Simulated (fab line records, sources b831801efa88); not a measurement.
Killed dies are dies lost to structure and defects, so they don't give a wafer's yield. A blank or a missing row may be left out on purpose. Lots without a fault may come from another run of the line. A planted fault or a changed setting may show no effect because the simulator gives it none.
Problem report in the 8D (eight disciplines) form, filled by code | flow sky130 | the parts of the form that need people (team, actions taken, sign-off) are left out

1. THE PROBLEM
run_length_s at SKY_POLY_GATE_ETCH_15 reads a mean of 172.7 s on 4 wafers of 3 lots; wafers without a fault read 146.8 s with a standard deviation of 0.44. That is +59 standard deviations from the usual mean.
The step: etches BARC in N2/H2, stops on SiO2, time 118.5 s, target depth 110 nm.
First seen on wafer L796.6, day 22 01:07, on rie_diel-03. The record holds 43 wafers of 15 lots with a number at this step. Rule for "out", or "out of limits": more than 4 standard deviations from the usual mean. The other wafers with a number count as sound.

2. WHAT IT IS AND WHAT IT IS NOT
question                    | is                             | is not
which readings at this step | run_length_s, oes_product_au   | drypump_motor_current_A
which lots                  | L796, L798, L800               | L784, L785, L786, L787, L788, L789, L790, L791, L792, L793, L795, L805
which wafers of those lots  | L796.6, L798.3, L798.6, L800.3 | L796.2, L796.5, L800.2
read on which tools         | rie_diel-03                    | rie_diel-01, rie_diel-02
when                        | from day 22 01:07              | up to then (35 sound wafers); but 4 sound wafers of L800, L805 came after

3. SUSPECTS, AND WHAT RULES EACH OUT
Counting: a tool at a process step up to the reading stays a suspect if it ran every lot that is out. Sound lots after the first of them don't rule it out here, since some wafers of a struck lot are sound.
- rie_diel-03 at SKY_POLY_GATE_ETCH_15 (etches BARC in N2/H2, stops on SiO2, time 118.5 s, target depth 110 nm): kept. It ran every lot that is out, first L796 (day 22 01:07); its last sound lot up to then is L793 (day 20 19:40). Its own readings are out on those wafers: oes_product_au, run_length_s.
Left after counting: rie_diel-03 at SKY_POLY_GATE_ETCH_15.

4. THE CAUSE (what the simulator had put in)
Process parameter drift: rie_diel-03, from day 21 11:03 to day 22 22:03, at SKY_POLY_GATE_ETCH_15. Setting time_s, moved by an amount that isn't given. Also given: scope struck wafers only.
Counting left only this tool.

5. THE CHAIN OF EFFECTS, in route order
Each row: a reading whose mean over the struck wafers that have a number lies more than 3 standard deviations from the usual. Only readings for which the record gives a usual standard deviation are gone through. hours: the time from each lot's start at the first step in this table that gives one to its start at this step, as a median over the lots. sigmas: the change in usual standard deviations.
hours | step                   | reading                  | usual      | on struck wafers | change | sigmas
0     | SKY_POLY_GATE_ETCH_15  | oes_product_au           | 0.716 a.u. | 0.656            | -0.060 | -13
0     | SKY_POLY_GATE_ETCH_15  | run_length_s             | 146.8 s    | 172.7            | +25.9  | +59
0     | SKY_POLY_GATE_STRIP_18 | strip_time_to_endpoint_s | 3.13 s     | 2.88             | -0.25  | -4.5
The process steps in it:
- SKY_POLY_GATE_ETCH_15: etches BARC in N2/H2, stops on SiO2, time 118.5 s, target depth 110 nm.
- SKY_POLY_GATE_STRIP_18: strips in O2/N2.
Later measuring or inspecting steps at which every struck wafer that the step has a row for has a number for every such reading, and none has moved that far: SKY_CONTACT_THK_MEAS_03.

6. WHAT WOULD HAVE CAUGHT IT SOONER
In this record the first reading out of limits was taken at day 22 01:07, 14 hours after the fault began at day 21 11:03.
